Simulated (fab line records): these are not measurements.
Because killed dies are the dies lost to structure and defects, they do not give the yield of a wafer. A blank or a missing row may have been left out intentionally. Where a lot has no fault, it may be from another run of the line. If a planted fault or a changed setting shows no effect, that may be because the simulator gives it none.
The tool behind it: which one? || flow gf180mcu || Sampling: 24 lots, 72 wafers, 6 of 602 route steps

== WHAT EACH GAUGE READ, for each wafer ==
GF_V3_THK_MEAS_03. Usual: for V3_CVD_02_THK the level is 846 nm and the standard deviation is 9.9.
{"lot": "L074", "measured": "day 21 06:13", "on": "film_metro-03", "V3_CVD_02_THK (nm)": "850 863 855", "flag": ""}
{"lot": "L075", "measured": "day 21 14:13", "on": "film_metro-03", "V3_CVD_02_THK (nm)": "836 833 846", "flag": ""}
{"lot": "L076", "measured": "day 21 20:53", "on": "film_metro-04", "V3_CVD_02_THK (nm)": "841 835 869", "flag": ""}
{"lot": "L077", "measured": "day 22 12:02", "on": "film_metro-04", "V3_CVD_02_THK (nm)": "833 829 842", "flag": ""}
{"lot": "L078", "measured": "day 22 17:32", "on": "film_metro-04", "V3_CVD_02_THK (nm)": "837 840 856", "flag": ""}
{"lot": "L079", "measured": "day 23 00:16", "on": "film_metro-01", "V3_CVD_02_THK (nm)": "848 856 853", "flag": ""}
{"lot": "L080", "measured": "day 23 14:47", "on": "film_metro-01", "V3_CVD_02_THK (nm)": "856 858 853", "flag": ""}
{"lot": "L081", "measured": "day 23 21:31", "on": "film_metro-01", "V3_CVD_02_THK (nm)": "843 834 853", "flag": ""}
{"lot": "L082", "measured": "day 24 03:12", "on": "film_metro-04", "V3_CVD_02_THK (nm)": "842 851 849", "flag": ""}
{"lot": "L083", "measured": "day 24 15:55", "on": "film_metro-01", "V3_CVD_02_THK (nm)": "844 833 846", "flag": ""}
{"lot": "L084", "measured": "day 24 21:43", "on": "film_metro-04", "V3_CVD_02_THK (nm)": "831 840 851", "flag": ""}
{"lot": "L085", "measured": "day 25 07:10", "on": "film_metro-03", "V3_CVD_02_THK (nm)": "841 840 844", "flag": ""}
{"lot": "L086", "measured": "day 25 10:19", "on": "film_metro-04", "V3_CVD_02_THK (nm)": "822 849 845", "flag": ""}
{"lot": "L087", "measured": "day 26 04:26", "on": "film_metro-03", "V3_CVD_02_THK (nm)": "843 852 862", "flag": ""}
{"lot": "L088", "measured": "day 26 07:17", "on": "film_metro-03", "V3_CVD_02_THK (nm)": "845 851 853", "flag": ""}
{"lot": "L089", "measured": "day 26 15:45", "on": "film_metro-01", "V3_CVD_02_THK (nm)": "843 863 842", "flag": ""}
{"lot": "L090", "measured": "day 26 23:19", "on": "film_metro-04", "V3_CVD_02_THK (nm)": "836 838 855", "flag": ""}
{"lot": "L091", "measured": "day 27 04:19", "on": "film_metro-01", "V3_CVD_02_THK (nm)": "846 861 862", "flag": ""}
{"lot": "L092", "measured": "day 27 13:38", "on": "film_metro-03", "V3_CVD_02_THK (nm)": "846 838 840", "flag": ""}
{"lot": "L093", "measured": "day 27 20:02", "on": "film_metro-01", "V3_CVD_02_THK (nm)": "845 862 853", "flag": ""}
{"lot": "L094", "measured": "day 28 06:17", "on": "film_metro-03", "V3_CVD_02_THK (nm)": "840 836 844", "flag": ""}
{"lot": "L095", "measured": "day 28 11:28", "on": "film_metro-03", "V3_CVD_02_THK (nm)": "841 846 856", "flag": ""}
{"lot": "L096", "measured": "day 28 15:55", "on": "film_metro-03", "V3_CVD_02_THK (nm)": "831 848 848", "flag": ""}
{"lot": "L097", "measured": "day 28 19:14", "on": "film_metro-04", "V3_CVD_02_THK (nm)": "850 835 851", "flag": ""}

GF_PASSIVATION_THK_MEAS_03. Usual: for PASSIVATION_CVD_02_THK the level is 700 nm and the standard deviation is 8.5.
{"lot": "L074", "measured": "day 28 02:00", "on": "film_metro-03", "PASSIVATION_CVD_02_THK (nm)": "685 681 685", "flag": ""}
{"lot": "L075", "measured": "day 28 10:13", "on": "film_metro-04", "PASSIVATION_CVD_02_THK (nm)": "693 694 704", "flag": ""}
{"lot": "L076", "measured": "day 28 15:03", "on": "film_metro-03", "PASSIVATION_CVD_02_THK (nm)": "695 686 707", "flag": ""}
{"lot": "L077", "measured": "day 29 02:30", "on": "film_metro-03", "PASSIVATION_CVD_02_THK (nm)": "687 695 698", "flag": ""}
{"lot": "L078", "measured": "day 29 08:10", "on": "film_metro-04", "PASSIVATION_CVD_02_THK (nm)": "694 703 698", "flag": ""}
{"lot": "L079", "measured": "day 29 12:41", "on": "film_metro-02", "PASSIVATION_CVD_02_THK (nm)": "690 705 699", "flag": ""}
{"lot": "L080", "measured": "day 30 00:47", "on": "film_metro-02", "PASSIVATION_CVD_02_THK (nm)": "711 701 702", "flag": ""}
{"lot": "L081", "measured": "day 30 11:53", "on": "film_metro-02", "PASSIVATION_CVD_02_THK (nm)": "712 704 718", "flag": ""}
{"lot": "L082", "measured": "day 30 12:21", "on": "film_metro-04", "PASSIVATION_CVD_02_THK (nm)": "695 707 707", "flag": ""}
{"lot": "L083", "measured": "day 30 19:11", "on": "film_metro-03", "PASSIVATION_CVD_02_THK (nm)": "694 694 709", "flag": ""}
{"lot": "L084", "measured": "day 31 01:33", "on": "film_metro-03", "PASSIVATION_CVD_02_THK (nm)": "706 695 717", "flag": ""}
{"lot": "L085", "measured": "day 31 08:49", "on": "film_metro-04", "PASSIVATION_CVD_02_THK (nm)": "693 707 702", "flag": ""}
{"lot": "L086", "measured": "day 31 11:23", "on": "film_metro-04", "PASSIVATION_CVD_02_THK (nm)": "688 686 694", "flag": ""}
{"lot": "L087", "measured": "day 32 00:25", "on": "film_metro-02", "PASSIVATION_CVD_02_THK (nm)": "697 694 699", "flag": ""}
{"lot": "L088", "measured": "day 32 03:31", "on": "film_metro-02", "PASSIVATION_CVD_02_THK (nm)": "701 709 717", "flag": ""}
{"lot": "L089", "measured": "day 32 09:07", "on": "film_metro-03", "PASSIVATION_CVD_02_THK (nm)": "689 691 701", "flag": ""}
{"lot": "L090", "measured": "day 32 22:07", "on": "film_metro-04", "PASSIVATION_CVD_02_THK (nm)": "700 700 712", "flag": ""}
{"lot": "L091", "measured": "day 32 22:35", "on": "film_metro-04", "PASSIVATION_CVD_02_THK (nm)": "698 705 700", "flag": ""}
{"lot": "L092", "measured": "day 33 03:21", "on": "film_metro-02", "PASSIVATION_CVD_02_THK (nm)": "697 696 697", "flag": ""}
{"lot": "L093", "measured": "day 33 09:19", "on": "film_metro-04", "PASSIVATION_CVD_02_THK (nm)": "682 700 706", "flag": ""}
{"lot": "L094", "measured": "day 33 16:50", "on": "film_metro-03", "PASSIVATION_CVD_02_THK (nm)": "683 696 701", "flag": ""}
{"lot": "L095", "measured": "day 33 21:31", "on": "film_metro-03", "PASSIVATION_CVD_02_THK (nm)": "698 703 703", "flag": ""}
{"lot": "L096", "measured": "day 34 01:56", "on": "film_metro-02", "PASSIVATION_CVD_02_THK (nm)": "704 707 707", "flag": ""}
{"lot": "L097", "measured": "day 34 04:07", "on": "film_metro-03", "PASSIVATION_CVD_02_THK (nm)": "703 700 696", "flag": ""}

== EACH LOT AND THE TOOL THAT RAN IT (in order: tool; ch and the chambers of the sampled wafers; start) ==
{"lot": "L074", "GF_V2_CMP_04": "cmp-01 ch 0,1,3, day 19 03:11", "GF_V2_ETCH_17": "rie_diel-04 ch 0,2,3, day 21 06:13 or earlier", "GF_V4_CVD_02": "pecvd-02 ch 0,1,2, day 23 07:50", "GF_V4_SPUTTER_22": "pvd_sputter-04, day 24 08:05"}
{"lot": "L075", "GF_V2_CMP_04": "cmp-01 ch 0,1, day 19 10:44", "GF_V2_ETCH_17": "rie_diel-03 ch 0,1, day 21 14:13 or earlier", "GF_V4_CVD_02": "pecvd-01 ch 0,2, day 23 16:35", "GF_V4_SPUTTER_22": "pvd_sputter-04, day 24 17:30"}
{"lot": "L076", "GF_V2_CMP_04": "cmp-02 ch 1,2,3, day 19 18:28", "GF_V2_ETCH_17": "rie_diel-01 ch 0,1,2, day 21 20:53 or earlier", "GF_V4_CVD_02": "pecvd-01 ch 0,2, day 23 22:08", "GF_V4_SPUTTER_22": "pvd_sputter-01, day 24 22:14"}
{"lot": "L077", "GF_V2_CMP_04": "cmp-02 ch 0,1,3, day 20 08:44", "GF_V2_ETCH_17": "rie_diel-04 ch 1,2, day 22 12:02 or earlier", "GF_V4_CVD_02": "pecvd-03 ch 0,1, day 24 12:21", "GF_V4_SPUTTER_22": "pvd_sputter-04, day 25 11:59"}
{"lot": "L078", "GF_V2_CMP_04": "cmp-02 ch 0,1,2, day 20 15:29", "GF_V2_ETCH_17": "rie_diel-01 ch 0,1,2, day 22 17:32 or earlier", "GF_V4_CVD_02": "pecvd-01 ch 1,2, day 24 18:41", "GF_V4_SPUTTER_22": "pvd_sputter-02, day 25 18:28"}
{"lot": "L079", "GF_V2_CMP_04": "cmp-02 ch 0,2,3, day 20 22:28", "GF_V2_ETCH_17": "rie_diel-04 ch 0,1,2, day 23 00:16 or earlier", "GF_V4_CVD_02": "pecvd-01 ch 0,1,2, day 25 01:13", "GF_V4_SPUTTER_22": "pvd_sputter-04, day 26 00:31"}
{"lot": "L080", "GF_V2_CMP_04": "cmp-02 ch 1,2, day 21 12:08", "GF_V2_ETCH_17": "rie_diel-04 ch 0,1,2, day 23 14:47 or earlier", "GF_V4_CVD_02": "pecvd-03 ch 0,1,2, day 25 14:36", "GF_V4_SPUTTER_22": "pvd_sputter-04, day 26 12:50"}
{"lot": "L081", "GF_V2_CMP_04": "cmp-01 ch 0,1,3, day 21 20:16", "GF_V2_ETCH_17": "rie_diel-01 ch 1,2,3, day 23 21:31 or earlier", "GF_V4_CVD_02": "pecvd-03 ch 0,1, day 25 22:07", "GF_V4_SPUTTER_22": "pvd_sputter-04, day 26 19:37"}
{"lot": "L082", "GF_V2_CMP_04": "cmp-01 ch 1,3, day 22 01:35", "GF_V2_ETCH_17": "rie_diel-03 ch 0,2,3, day 24 03:12 or earlier", "GF_V4_CVD_02": "pecvd-03 ch 0,1, day 26 02:16", "GF_V4_SPUTTER_22": "pvd_sputter-01, day 26 23:55"}
{"lot": "L083", "GF_V2_CMP_04": "cmp-02 ch 0,2,3, day 22 14:20", "GF_V2_ETCH_17": "rie_diel-01 ch 1,3, day 24 15:55 or earlier", "GF_V4_CVD_02": "pecvd-01 ch 1,2, day 26 13:27", "GF_V4_SPUTTER_22": "pvd_sputter-02, day 27 11:19"}
{"lot": "L084", "GF_V2_CMP_04": "cmp-01 ch 0,1,3, day 22 20:07", "GF_V2_ETCH_17": "rie_diel-03 ch 0,1,3, day 24 21:43 or earlier", "GF_V4_CVD_02": "pecvd-01 ch 0,2, day 26 18:40", "GF_V4_SPUTTER_22": "pvd_sputter-01, day 27 16:29"}
{"lot": "L085", "GF_V2_CMP_04": "cmp-01 ch 0,1,3, day 23 07:14", "GF_V2_ETCH_17": "rie_diel-04 ch 0,2,3, day 25 07:10 or earlier", "GF_V4_CVD_02": "pecvd-03 ch 1,2, day 27 03:48", "GF_V4_SPUTTER_22": "pvd_sputter-01, day 28 00:59"}
{"lot": "L086", "GF_V2_CMP_04": "cmp-02 ch 1,2,3, day 23 09:34", "GF_V2_ETCH_17": "rie_diel-04 ch 1,3, day 25 10:19 or earlier", "GF_V4_CVD_02": "pecvd-02 ch 1,2, day 27 07:49", "GF_V4_SPUTTER_22": "pvd_sputter-04, day 28 04:59"}
{"lot": "L087", "GF_V2_CMP_04": "cmp-02 ch 0,2,3, day 24 05:58", "GF_V2_ETCH_17": "rie_diel-03 ch 0,3, day 26 04:26 or earlier", "GF_V4_CVD_02": "pecvd-02 ch 0,2, day 27 23:52", "GF_V4_SPUTTER_22": "pvd_sputter-02, day 28 20:41"}
{"lot": "L088", "GF_V2_CMP_04": "cmp-02 ch 1,2, day 24 08:53", "GF_V2_ETCH_17": "rie_diel-03 ch 0,1, day 26 07:17 or earlier", "GF_V4_CVD_02": "pecvd-02 ch 0,1,2, day 28 02:48", "GF_V4_SPUTTER_22": "pvd_sputter-04, day 28 23:31"}
{"lot": "L089", "GF_V2_CMP_04": "cmp-01 ch 0,2,3, day 24 16:56", "GF_V2_ETCH_17": "rie_diel-03 ch 1,3, day 26 15:45 or earlier", "GF_V4_CVD_02": "pecvd-01 ch 1,2, day 28 10:27", "GF_V4_SPUTTER_22": "pvd_sputter-01, day 29 06:55"}
{"lot": "L090", "GF_V2_CMP_04": "cmp-01 ch 0,1,2, day 25 01:46", "GF_V2_ETCH_17": "rie_diel-03 ch 2,3, day 26 23:19 or earlier", "GF_V4_CVD_02": "pecvd-01 ch 0,1, day 28 17:42", "GF_V4_SPUTTER_22": "pvd_sputter-01, day 29 14:10"}
{"lot": "L091", "GF_V2_CMP_04": "cmp-01 ch 0,2,3, day 25 07:56", "GF_V2_ETCH_17": "rie_diel-03 ch 0,1,3, day 27 04:19 or earlier", "GF_V4_CVD_02": "pecvd-02 ch 0,1,2, day 28 21:56", "GF_V4_SPUTTER_22": "pvd_sputter-02, day 29 18:25"}
{"lot": "L092", "GF_V2_CMP_04": "cmp-01 ch 0,1,3, day 25 15:59", "GF_V2_ETCH_17": "rie_diel-03 ch 0,1,2, day 27 13:38 or earlier", "GF_V4_CVD_02": "pecvd-03 ch 0,1,2, day 29 06:45", "GF_V4_SPUTTER_22": "pvd_sputter-01, day 30 02:25"}
{"lot": "L093", "GF_V2_CMP_04": "cmp-02 ch 1,2, day 26 00:07", "GF_V2_ETCH_17": "rie_diel-03 ch 0,1,2, day 27 20:02 or earlier", "GF_V4_CVD_02": "pecvd-03 ch 0,1,2, day 29 13:37", "GF_V4_SPUTTER_22": "pvd_sputter-01, day 30 08:46"}
{"lot": "L094", "GF_V2_CMP_04": "cmp-02 ch 0,2,3, day 26 10:55", "GF_V2_ETCH_17": "rie_diel-04 ch 1,3, day 28 06:17 or earlier", "GF_V4_CVD_02": "pecvd-01 ch 0,1,2, day 29 22:53", "GF_V4_SPUTTER_22": "pvd_sputter-01, day 30 17:04"}
{"lot": "L095", "GF_V2_CMP_04": "cmp-01 ch 0,1,2, day 26 16:13", "GF_V2_ETCH_17": "rie_diel-04 ch 1,2,3, day 28 11:28 or earlier", "GF_V4_CVD_02": "pecvd-02 ch 0,1,2, day 30 04:09", "GF_V4_SPUTTER_22": "pvd_sputter-04, day 30 22:31"}
{"lot": "L096", "GF_V2_CMP_04": "cmp-01 ch 1,2,3, day 26 21:15", "GF_V2_ETCH_17": "rie_diel-04 ch 1,2, day 28 15:55 or earlier", "GF_V4_CVD_02": "pecvd-03 ch 1, day 30 07:53", "GF_V4_SPUTTER_22": "pvd_sputter-02, day 31 02:48"}
{"lot": "L097", "GF_V2_CMP_04": "cmp-01 ch 0,1,2, day 27 00:34", "GF_V2_ETCH_17": "rie_diel-03 ch 0,2,3, day 28 19:14 or earlier", "GF_V4_CVD_02": "pecvd-03 ch 0,1, day 30 10:56", "GF_V4_SPUTTER_22": "pvd_sputter-02, day 31 06:51"}
- GF_V2_CMP_04: polishes SiO2.
- GF_V2_ETCH_17: etches SiO2 in C4F8/O2/Ar, stops on TiN, target depth 630 nm.
- GF_V4_CVD_02: deposits SiO2 from TEOS, target thk 850 nm, time 94.851 s.
- GF_V4_SPUTTER_22: material TiN, target thk 10 nm, time 40 s.

== AS READ BY THE TOOLS THEMSELVES (means over the sampled wafers that have a number; for cases with no such wafer, the mark the record gives instead) ==
GF_V2_CMP_04. Usual: motor_current_A 11.6 A, standard deviation 1.1; time_to_endpoint_s 81 s, standard deviation 4.7.
{"lot": "L074", "tool": "cmp-01", "motor_current_A (A)": 11.4, "time_to_endpoint_s (s)": 80, "flag": ""}
{"lot": "L075", "tool": "cmp-01", "motor_current_A (A)": 11.8, "time_to_endpoint_s (s)": 77, "flag": ""}
{"lot": "L076", "tool": "cmp-02", "motor_current_A (A)": 11.9, "time_to_endpoint_s (s)": 75, "flag": ""}
{"lot": "L077", "tool": "cmp-02", "motor_current_A (A)": 11.1, "time_to_endpoint_s (s)": 82, "flag": ""}
{"lot": "L078", "tool": "cmp-02", "motor_current_A (A)": 11.8, "time_to_endpoint_s (s)": 76, "flag": ""}
{"lot": "L079", "tool": "cmp-02", "motor_current_A (A)": 12.2, "time_to_endpoint_s (s)": 82, "flag": ""}
{"lot": "L080", "tool": "cmp-02", "motor_current_A (A)": 11.1, "time_to_endpoint_s (s)": 82, "flag": ""}
{"lot": "L081", "tool": "cmp-01", "motor_current_A (A)": 11.4, "time_to_endpoint_s (s)": 83, "flag": ""}
{"lot": "L082", "tool": "cmp-01", "motor_current_A (A)": 10.8, "time_to_endpoint_s (s)": 78, "flag": ""}
{"lot": "L083", "tool": "cmp-02", "motor_current_A (A)": 12.1, "time_to_endpoint_s (s)": 77, "flag": ""}
{"lot": "L084", "tool": "cmp-01", "motor_current_A (A)": 11.2, "time_to_endpoint_s (s)": 81, "flag": ""}
{"lot": "L085", "tool": "cmp-01", "motor_current_A (A)": 11.3, "time_to_endpoint_s (s)": 87, "flag": ""}
{"lot": "L086", "tool": "cmp-02", "motor_current_A (A)": 12.1, "time_to_endpoint_s (s)": 81, "flag": ""}
{"lot": "L087", "tool": "cmp-02", "motor_current_A (A)": 12.1, "time_to_endpoint_s (s)": 78, "flag": ""}
{"lot": "L088", "tool": "cmp-02", "motor_current_A (A)": 11.6, "time_to_endpoint_s (s)": 78, "flag": ""}
{"lot": "L089", "tool": "cmp-01", "motor_current_A (A)": 11.4, "time_to_endpoint_s (s)": 81, "flag": ""}
{"lot": "L090", "tool": "cmp-01", "motor_current_A (A)": 11.5, "time_to_endpoint_s (s)": 86, "flag": ""}
{"lot": "L091", "tool": "cmp-01", "motor_current_A (A)": 11.9, "time_to_endpoint_s (s)": 82, "flag": ""}
{"lot": "L092", "tool": "cmp-01", "motor_current_A (A)": 11.3, "time_to_endpoint_s (s)": 82, "flag": ""}
{"lot": "L093", "tool": "cmp-02", "motor_current_A (A)": 12.4, "time_to_endpoint_s (s)": 80, "flag": ""}
{"lot": "L094", "tool": "cmp-02", "motor_current_A (A)": 11.8, "time_to_endpoint_s (s)": 78, "flag": ""}
{"lot": "L095", "tool": "cmp-01", "motor_current_A (A)": 11.7, "time_to_endpoint_s (s)": 83, "flag": ""}
{"lot": "L096", "tool": "cmp-01", "motor_current_A (A)": 11.3, "time_to_endpoint_s (s)": 89, "flag": ""}
{"lot": "L097", "tool": "cmp-01", "motor_current_A (A)": 12.3, "time_to_endpoint_s (s)": 89, "flag": ""}

GF_V2_ETCH_17. Usual: oes_product_au at 0.856 a.u., with a standard deviation of 0.0049.
{"lot": "L074", "tool": "rie_diel-04", "oes_product_au (a.u.)": 0.854, "flag": ""}
{"lot": "L075", "tool": "rie_diel-03", "oes_product_au (a.u.)": 0.854, "flag": ""}
{"lot": "L076", "tool": "rie_diel-01", "oes_product_au (a.u.)": 0.855, "flag": ""}
{"lot": "L077", "tool": "rie_diel-04", "oes_product_au (a.u.)": 0.850, "flag": ""}
{"lot": "L078", "tool": "rie_diel-01", "oes_product_au (a.u.)": 0.856, "flag": ""}
{"lot": "L079", "tool": "rie_diel-04", "oes_product_au (a.u.)": 0.855, "flag": ""}
{"lot": "L080", "tool": "rie_diel-04", "oes_product_au (a.u.)": 0.857, "flag": ""}
{"lot": "L081", "tool": "rie_diel-01", "oes_product_au (a.u.)": 0.859, "flag": ""}
{"lot": "L082", "tool": "rie_diel-03", "oes_product_au (a.u.)": 0.861, "flag": ""}
{"lot": "L083", "tool": "rie_diel-01", "oes_product_au (a.u.)": 0.855, "flag": ""}
{"lot": "L084", "tool": "rie_diel-03", "oes_product_au (a.u.)": 0.862, "flag": ""}
{"lot": "L085", "tool": "rie_diel-04", "oes_product_au (a.u.)": 0.855, "flag": ""}
{"lot": "L086", "tool": "rie_diel-04", "oes_product_au (a.u.)": 0.858, "flag": ""}
{"lot": "L087", "tool": "rie_diel-03", "oes_product_au (a.u.)": 0.852, "flag": ""}
{"lot": "L088", "tool": "rie_diel-03", "oes_product_au (a.u.)": 0.863, "flag": ""}
{"lot": "L089", "tool": "rie_diel-03", "oes_product_au (a.u.)": 0.854, "flag": ""}
{"lot": "L090", "tool": "rie_diel-03", "oes_product_au (a.u.)": 0.855, "flag": ""}
{"lot": "L091", "tool": "rie_diel-03", "oes_product_au (a.u.)": 0.860, "flag": ""}
{"lot": "L092", "tool": "rie_diel-03", "oes_product_au (a.u.)": 0.858, "flag": ""}
{"lot": "L093", "tool": "rie_diel-03", "oes_product_au (a.u.)": 0.857, "flag": ""}
{"lot": "L094", "tool": "rie_diel-04", "oes_product_au (a.u.)": 0.854, "flag": ""}
{"lot": "L095", "tool": "rie_diel-04", "oes_product_au (a.u.)": 0.857, "flag": ""}
{"lot": "L096", "tool": "rie_diel-04", "oes_product_au (a.u.)": 0.853, "flag": ""}
{"lot": "L097", "tool": "rie_diel-03", "oes_product_au (a.u.)": 0.857, "flag": ""}

GF_V4_CVD_02. Usual: heater_power_w 639 W, standard deviation 67; susceptor_temp_C 399.98 C, standard deviation 0.21.
{"lot": "L074", "tool": "pecvd-02", "heater_power_w (W)": 585, "susceptor_temp_C (C)": 399.97, "flag": ""}
{"lot": "L075", "tool": "pecvd-01", "heater_power_w (W)": 640, "susceptor_temp_C (C)": 400.04, "flag": ""}
{"lot": "L076", "tool": "pecvd-01", "heater_power_w (W)": 650, "susceptor_temp_C (C)": 399.71, "flag": ""}
{"lot": "L077", "tool": "pecvd-03", "heater_power_w (W)": 678, "susceptor_temp_C (C)": 399.85, "flag": ""}
{"lot": "L078", "tool": "pecvd-01", "heater_power_w (W)": 638, "susceptor_temp_C (C)": 399.86, "flag": ""}
{"lot": "L079", "tool": "pecvd-01", "heater_power_w (W)": 634, "susceptor_temp_C (C)": 400.12, "flag": ""}
{"lot": "L080", "tool": "pecvd-03", "heater_power_w (W)": 719, "susceptor_temp_C (C)": 400.07, "flag": ""}
{"lot": "L081", "tool": "pecvd-03", "heater_power_w (W)": 685, "susceptor_temp_C (C)": 399.92, "flag": ""}
{"lot": "L082", "tool": "pecvd-03", "heater_power_w (W)": 718, "susceptor_temp_C (C)": 400.03, "flag": ""}
{"lot": "L083", "tool": "pecvd-01", "heater_power_w (W)": 625, "susceptor_temp_C (C)": 400.13, "flag": ""}
{"lot": "L084", "tool": "pecvd-01", "heater_power_w (W)": 686, "susceptor_temp_C (C)": 400.07, "flag": ""}
{"lot": "L085", "tool": "pecvd-03", "heater_power_w (W)": 655, "susceptor_temp_C (C)": 400.12, "flag": ""}
{"lot": "L086", "tool": "pecvd-02", "heater_power_w (W)": 632, "susceptor_temp_C (C)": 400.01, "flag": ""}
{"lot": "L087", "tool": "pecvd-02", "heater_power_w (W)": 557, "susceptor_temp_C (C)": 400.16, "flag": ""}
{"lot": "L088", "tool": "pecvd-02", "heater_power_w (W)": 586, "susceptor_temp_C (C)": 399.90, "flag": ""}
{"lot": "L089", "tool": "pecvd-01", "heater_power_w (W)": 593, "susceptor_temp_C (C)": 400.10, "flag": ""}
{"lot": "L090", "tool": "pecvd-01", "heater_power_w (W)": 677, "susceptor_temp_C (C)": 400.04, "flag": ""}
{"lot": "L091", "tool": "pecvd-02", "heater_power_w (W)": 587, "susceptor_temp_C (C)": 399.82, "flag": ""}
{"lot": "L092", "tool": "pecvd-03", "heater_power_w (W)": 704, "susceptor_temp_C (C)": 399.95, "flag": ""}
{"lot": "L093", "tool": "pecvd-03", "heater_power_w (W)": 616, "susceptor_temp_C (C)": 400.08, "flag": ""}
{"lot": "L094", "tool": "pecvd-01", "heater_power_w (W)": 695, "susceptor_temp_C (C)": 400.13, "flag": ""}
{"lot": "L095", "tool": "pecvd-02", "heater_power_w (W)": 631, "susceptor_temp_C (C)": 399.96, "flag": ""}
{"lot": "L096", "tool": "pecvd-03", "heater_power_w (W)": 667, "susceptor_temp_C (C)": 399.98, "flag": ""}
{"lot": "L097", "tool": "pecvd-03", "heater_power_w (W)": 664, "susceptor_temp_C (C)": 400.00, "flag": ""}

GF_V4_SPUTTER_22. Usual: throttle_valve_pct at 29.7 %, with a standard deviation of 1.2.
{"lot": "L074", "tool": "pvd_sputter-04", "throttle_valve_pct (%)": 28.7, "flag": ""}
{"lot": "L075", "tool": "pvd_sputter-04", "throttle_valve_pct (%)": 28.9, "flag": ""}
{"lot": "L076", "tool": "pvd_sputter-01", "throttle_valve_pct (%)": 30.1, "flag": ""}
{"lot": "L077", "tool": "pvd_sputter-04", "throttle_valve_pct (%)": 28.8, "flag": ""}
{"lot": "L078", "tool": "pvd_sputter-02", "throttle_valve_pct (%)": 28.9, "flag": ""}
{"lot": "L079", "tool": "pvd_sputter-04", "throttle_valve_pct (%)": 28.0, "flag": ""}
{"lot": "L080", "tool": "pvd_sputter-04", "throttle_valve_pct (%)": 29.7, "flag": ""}
{"lot": "L081", "tool": "pvd_sputter-04", "throttle_valve_pct (%)": 28.8, "flag": ""}
{"lot": "L082", "tool": "pvd_sputter-01", "throttle_valve_pct (%)": 30.0, "flag": ""}
{"lot": "L083", "tool": "pvd_sputter-02", "throttle_valve_pct (%)": 29.6, "flag": ""}
{"lot": "L084", "tool": "pvd_sputter-01", "throttle_valve_pct (%)": 30.7, "flag": ""}
{"lot": "L085", "tool": "pvd_sputter-01", "throttle_valve_pct (%)": 30.0, "flag": ""}
{"lot": "L086", "tool": "pvd_sputter-04", "throttle_valve_pct (%)": 28.0, "flag": ""}
{"lot": "L087", "tool": "pvd_sputter-02", "throttle_valve_pct (%)": 29.8, "flag": ""}
{"lot": "L088", "tool": "pvd_sputter-04", "throttle_valve_pct (%)": 28.0, "flag": ""}
{"lot": "L089", "tool": "pvd_sputter-01", "throttle_valve_pct (%)": 30.8, "flag": ""}
{"lot": "L090", "tool": "pvd_sputter-01", "throttle_valve_pct (%)": 29.5, "flag": ""}
{"lot": "L091", "tool": "pvd_sputter-02", "throttle_valve_pct (%)": 29.5, "flag": ""}
{"lot": "L092", "tool": "pvd_sputter-01", "throttle_valve_pct (%)": 29.9, "flag": ""}
{"lot": "L093", "tool": "pvd_sputter-01", "throttle_valve_pct (%)": 30.0, "flag": ""}
{"lot": "L094", "tool": "pvd_sputter-01", "throttle_valve_pct (%)": 30.7, "flag": ""}
{"lot": "L095", "tool": "pvd_sputter-04", "throttle_valve_pct (%)": 29.6, "flag": ""}
{"lot": "L096", "tool": "pvd_sputter-02", "throttle_valve_pct (%)": 29.6, "flag": ""}
{"lot": "L097", "tool": "pvd_sputter-02", "throttle_valve_pct (%)": 29.6, "flag": ""}

== THE ANSWER, worked out from the rows above alone ==
Rule: a lot is off if the mean of its wafers that have a number lies more than 3 standard deviations from the usual mean. A lot without any number at a reading at which 4 lots or more have one is off too. Where the step has rows for the other lots, those lots are counted as sound. The gauges are gone through in route order, then the tools' own readings, and for those a lot's mean is taken as printed above. At the first step where some lot is off, the reading lying furthest off is the one used; lots without a number count as furthest.
Across all readings shown, no lot is off: no conclusion can be drawn from this.

== WHAT THE SIMULATOR HAD PUT IN ==
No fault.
